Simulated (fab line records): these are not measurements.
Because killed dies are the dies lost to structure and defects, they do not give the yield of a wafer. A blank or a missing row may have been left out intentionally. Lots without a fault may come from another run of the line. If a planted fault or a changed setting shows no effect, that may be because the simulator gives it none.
What tool caused it? | flow gf180mcu | 6 lots with 18 wafers sampled at 3 steps, on a route of 602 steps

== WHAT THE GAUGES READ, wafer by wafer ==
GF_VT_IMPLANT_RS_MEAS_49: measurement is done with a four-point probe.
lot  | measured     | on            | MVPSD_RS (ohm/sq)
L261 | day 7 23:38  | film metro-02 | 1170 1169 1172
L263 | day 8 07:13  | film metro-02 | 1168 1174 1172
L265 | day 8 18:08  | film metro-02 | 1170 1171 1168
L269 | day 9 15:26  | film metro-04 | 1170 1172 1169
L277 | day 11 17:05 | film metro-02 | 1109 1106 1105
L283 | day 13 08:43 | film metro-01 | 1170 1172 1172

== TOOL THAT RAN EACH LOT (tool first, then ch and the chambers of the sampled wafers, then the start) ==
lot  | GF_STI_STRIP_15                     | GF_MVPSD_IMPLANT_09
L261 | plasma asher-01 ch 0,1, day 2 07:53 | implanter-03 ch 0, day 5 09:28
L263 | plasma asher-03 ch 0,1, day 2 16:40 | implanter-03 ch 0, day 5 18:40
L265 | plasma asher-01 ch 0,1, day 3 07:00 | implanter-03 ch 0, day 6 11:08
L269 | plasma asher-02 ch 0,1, day 3 23:46 | implanter-02 ch 0, day 7 08:32
L277 | plasma asher-01 ch 0,1, day 5 17:45 | implanter-02 ch 0, day 8 20:43
L283 | plasma asher-03 ch 0,1, day 7 00:37 | implanter-01 ch 0, day 10 04:34
- GF_STI_STRIP_15: strips in O2/N2.
- GF_MVPSD_IMPLANT_09

== THE ANSWER, worked out from the rows above alone ==
Rule: what is usual is taken from the lots themselves. The widest of any qualifying gaps counts: lots, ordered by their means at a reading, are off when they make up no more than a third of the lots, leave a main group of 4 or more, and stand apart from it by 3 or more times the standard deviation of that group's means. A main group whose means are all the same, to the digits that the tables above print for the reading, isn't used. A lot without any number at a reading at which 4 lots or more have one is off too. Any other lot the step has rows for is counted as sound.
Off: L277, seen at GF_VT_IMPLANT_RS_MEAS_49 (MVPSD_RS). Mean 1171 ohm/sq and standard deviation 0.65 in the main group.
A tool fits if, at a process step before that reading, it ran every lot that is off, and no sound lot after the first of them. Gauges at GF_VT_IMPLANT_RS_MEAS_49: tried the same way as those tools. Can't be told from this: 3 tools fit, plasma asher-01 at GF_STI_STRIP_15, implanter-02 at GF_MVPSD_IMPLANT_09, film metro-02 at GF_VT_IMPLANT_RS_MEAS_49.

== WHAT THE SIMULATOR HAD PUT IN ==
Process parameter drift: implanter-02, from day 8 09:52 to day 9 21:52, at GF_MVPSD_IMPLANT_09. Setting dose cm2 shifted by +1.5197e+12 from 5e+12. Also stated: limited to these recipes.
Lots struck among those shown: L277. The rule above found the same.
